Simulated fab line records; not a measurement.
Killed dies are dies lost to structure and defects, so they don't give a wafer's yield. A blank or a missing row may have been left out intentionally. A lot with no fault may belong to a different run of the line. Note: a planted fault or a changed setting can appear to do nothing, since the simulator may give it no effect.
A lot that was struck, set against a sound lot | flow gf180mcu | 18 steps out of a route of 602
Sound: these wafers, L256.4, L256.5, L256.6. Wafers struck: L260.2, L260.4, L260.6. Last of all comes the cause.
Per side, at each step with rows, come the tool, then ch with its chambers, and then its first start. Under that, the readings that differ: sound wafers | struck wafers | difference of the means | sigmas: that difference in standard deviations of wafers without a fault.
alike: same words and numbers on both sides, and readings whose means sit less than 2 such deviations apart. not compared: any withheld reading, any reading some wafer has no value for, any bound like >300 that may hide the same value, and any number with overlapping values for which the record gives no deviation.
Wherever a step has rows on one side only, a row that says differs or no value, or a row with sigmas, the two part there. Numbers that don't overlap but have no deviation are shown without sigmas and don't part them. Lack of a reading on every wafer of one side parts them only where that side has two or more wafers.

first, 3 steps without rows for these wafers: GF_V3_EXPOSE_11 (exposes mask Via3, target cd 260 nm); GF_V3_PEB_12 (peb time 90 s); GF_V3_DEVELOP_13 (develop time 57.17 s).
GF_V3_CD_MEAS_14: target cd 260 nm.
  sound on cd_sem-02, day 24 00:08; struck on cd_sem-01, day 25 08:16
  reading    | sound             | struck            | difference | sigmas
  cd_nm (nm) | 262.9 262.3 261.9 | 259.7 260.4 258.8 | -2.7       | -2
GF_V3_OVL_MEAS_15:
  sound on overlay-01, day 24 00:13; struck on overlay-02, day 25 08:22
  alike: V3_OVL
GF_V3_ETCH_16: etches BARC in N2/H2.
  sound on rie_diel-04 ch 0,1, day 24 00:14; struck on rie_diel-03 ch 0,1,2, day 25 08:24
  alike: bias_w, drypump_motor_current_A, oes_product_au, rf_fwd_power_W, throttle_valve_pct
GF_V3_ETCH_17: etches SiO2 in C4F8/O2/Ar, stops on TiN, target depth 635 nm.
  sound on rie_diel-04 ch 0,1; struck on rie_diel-03 ch 0,1,2
  alike: bias_w, oes_product_au, rf_fwd_power_W
then, 3 steps without rows for these wafers: GF_V3_STRIP_18 (strips in O2/N2); GF_V3_STRIP_19 (strips in post etch residue remover, time 1200 s); GF_V3_CLEAN_20 (cleans in DIW).
GF_V3_SPUTTER_21: material Ti, target thk 15 nm, time 80.02 s.
  sound on pvd_sputter-01, day 24 00:58; struck on pvd_sputter-02, day 25 09:04
  alike: throttle_valve_pct
GF_V3_SPUTTER_22: material TiN, target thk 10 nm, time 40 s.
  sound on pvd_sputter-01, day 24 01:01; struck on pvd_sputter-02, day 25 09:08
  alike: throttle_valve_pct
GF_V3_CVD_23: deposits W, target thk 350 nm, time 104.9 s.
  sound on cvd_w-01 ch 0,1, day 24 01:04; struck on cvd_w-02 ch 0,1, day 25 09:10
  reading                          | sound                | struck               | difference | sigmas
  susceptor_temp_C (C)             | 399.91 400.17 400.23 | 384.90 384.68 384.81 | -15.31     | -77
  model.W_of_V3_CVD_23.thk_nm (nm) | 343 345 342.9        | 261 264 256.7        | -83        |
  alike: heater_power_w
GF_V3_RS_MEAS_24: a four-point-probe measurement.
  sound on film_metro-01, day 24 01:12; struck on film_metro-04, day 25 09:18
  reading          | sound             | struck            | difference | sigmas
  V3_W_RS (ohm/sq) | 0.335 0.333 0.334 | 0.441 0.436 0.448 | +0.108     | +22
GF_V3_THK_MEAS_25: measures by xrf.
  sound on film_metro-01, day 24 01:17; struck on film_metro-04, day 25 09:25
  reading       | sound       | struck      | difference | sigmas
  V3_W_THK (nm) | 339 339 338 | 260 265 257 | -78        | -13
GF_V3_CMP_26: polishes, stops on SiO2, t overpolish 15 s, target thk 0 nm.
  sound on cmp-02 ch 1,2,3, day 24 01:35; struck on cmp-02 ch 0,1,3, day 25 09:34
  reading                | sound    | struck   | difference | sigmas
  time_to_endpoint_s (s) | 76 82 72 | 63 56 56 | -18        | -4
  alike: motor_current_A
GF_M4_SPUTTER_00: material Ti, target thk 37.5 nm, time 150 s.
  sound on pvd_sputter-01, day 24 01:50; struck on pvd_sputter-01, day 25 09:46
  alike: throttle_valve_pct
GF_PASSIVATION_PROBE_99:
  rows exist in the record for the sound wafers here (prober-02, day 30 10:08), none for the struck ones

== WHERE THEY PART ==
At GF_V3_CD_MEAS_14 first; at GF_PASSIVATION_PROBE_99 last (within this record only).

WHY: what had been put in by the simulator
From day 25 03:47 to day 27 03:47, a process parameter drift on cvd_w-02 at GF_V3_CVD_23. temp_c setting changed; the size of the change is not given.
